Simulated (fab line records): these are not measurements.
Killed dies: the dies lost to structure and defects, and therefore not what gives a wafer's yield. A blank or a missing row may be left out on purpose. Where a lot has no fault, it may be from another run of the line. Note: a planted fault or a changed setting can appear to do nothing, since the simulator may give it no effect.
A struck lot beside a sound one -- flow sky130 -- 15 out of 708 route steps
Sound: these wafers, L850.1, L850.3, L850.5. Wafers L849.1, L849.5, L849.6 were the ones struck. Last of all comes the cause.
At each step with rows: each side's tool, then ch and its chambers, then its first start. Under that, the readings that differ: sound wafers -- struck wafers -- difference of the means -- sigmas: that difference in standard deviations of wafers without a fault.
alike: readings with means less than 2 such deviations apart, plus words and numbers identical on both sides. not compared: withheld readings, readings lacking a value on some wafer, bounds such as >300 that could conceal the same value, and numbers that have no deviation in the record and whose values overlap.
A row with sigmas, a row that says differs or no value, or rows on one side alone: a step with any of these is where the two part. Non-overlapping numbers with no deviation appear without sigmas and do not part them. A reading that every wafer of one side lacks parts them only if that side has two wafers or more.

first, 7 steps without rows for these wafers: SKY_METAL1_HMDS_08 (prime time 60 s); SKY_METAL1_COAT_09 (resist thk 60 nm); SKY_METAL1_COAT_10 (resist thk 450 nm); SKY_METAL1_SOFTBAKE_11 (time 90 s); SKY_METAL1_EXPOSE_12 (exposes mask MM1, target cd 140 nm); SKY_METAL1_PEB_13; SKY_METAL1_DEVELOP_14 (develop time 60 s).
SKY_METAL1_CD_MEAS_15: target cd 140 nm.
  sound: cd-sem-02 at day 39 05:21; struck: cd-sem-01 at day 38 22:17
  alike: cd-nm
SKY_METAL1_OVL_MEAS_16:
  sound: overlay-02 at day 39 05:28; struck: overlay-02 at day 38 22:24
  alike: METAL1_OVL
SKY_METAL1_DESCUM_17: chemistry O2, time 8 s.
  sound on rie-metal-02 ch 1, day 39 05:30; struck on rie-metal-04 ch 0, day 38 22:26
reading,sound,struck,difference,sigmas
drypump-motor-current-A (A),6.2 6.2 6.2,5.1 5.1 5.1,-1.1,-2
  alike: oes-product-au, temp-c
  not compared: rf-hours-counter-h
SKY_METAL1_ETCH_18: etches BARC in N2/H2, stops on SiO2, time 45.9 s, target depth 60 nm.
  sound on rie-metal-02 ch 1, day 39 05:32; struck on rie-metal-04 ch 0, day 38 22:30
reading,sound,struck,difference,sigmas
drypump-motor-current-A (A),6.2 6.2 6.2,5.1 5.1 5.0,-1.1,-2
  alike: bias-w, n2-flow-sccm, oes-product-au, throttle-valve-pct
  not compared: rf-hours-counter-h
SKY_METAL1_METAL_ETCH_19: etches the open film in Cl2/BCl3, stops on SiO2, target depth 360 nm, time 78 s.
  sound on rie-metal-02 ch 1, day 39 05:36; struck on rie-metal-04 ch 0, day 38 22:38
reading,sound,struck,difference,sigmas
drypump-motor-current-A (A),6.2 6.2 6.2,5.0 5.0 5.0,-1.2,-3
  alike: bias-w, oes-product-au, throttle-valve-pct
  not compared: rf-hours-counter-h
SKY_METAL1_STRIP_20: strips in O2/N2.
  sound on plasma-asher-03 ch 0,1, day 39 05:41; struck on plasma-asher-01 ch 0,1, day 38 22:49
  no value came back on the struck wafers for any of 5 readings (chamber-pressure-mTorr (mTorr), drypump-motor-current-A (A) and others); on the sound wafers chamber-pressure-mTorr (mTorr) reads 1498.9 1502.3 1498.9
reading,sound,struck,difference,sigmas
model.KrF-thick_of_METAL1_COAT_10.thk-nm (nm),0 0 0,155.3 155.8 156,+155.7,
  not compared: rf-hours-counter-h
then, 1 step without rows for these wafers: SKY_METAL1_STRIP_21 (strips in post etch residue remover, time 1200 s).
-- the record jumps here: 11 days lie between the struck wafers' starts before and after (it left off in module METAL1 and takes up again in module PAD_OPEN, whose first step shown is number 708 of the route) --
SKY_PAD_OPEN_PROBE_99:
  sound: prober-01 at day 50 10:58; struck: prober-01 at day 50 07:10
reading,sound,struck,difference,sigmas
defect-limited-yield (%),78.7 85.0 83.5,0.4 1.2 0.4,-81.7,-43
killed_at_M0_to_M3,48 37 38,454 463 455,+416,+65
killed-at-contacts,35 25 21,20 14 14,-11,-2
killed-dies,105 74 81,490 486 490,+402,+44
killed-on-rim,21 9 18,95 96 95,+79,+20
sort_bin_5_function (%),12.6 7.7 8.1,92.7 92.9 90.2,+82.5,+55
sort-n-pass,387 418 411,2 6 2,-402,-44
sort-yield-pct (%),78.7 85.0 83.5,0.4 1.2 0.4,-81.7,-43
  alike: killed_at_M4_up, killed-at-front-end, killed-at-other, killed-open, killed-short, sort_bin_3_pad_short, sort_bin_6_memory

WHERE THEY PART
Last at SKY_PAD_OPEN_PROBE_99 as far as this record goes, first at SKY_METAL1_DESCUM_17.

WHY: whatever the simulator had introduced
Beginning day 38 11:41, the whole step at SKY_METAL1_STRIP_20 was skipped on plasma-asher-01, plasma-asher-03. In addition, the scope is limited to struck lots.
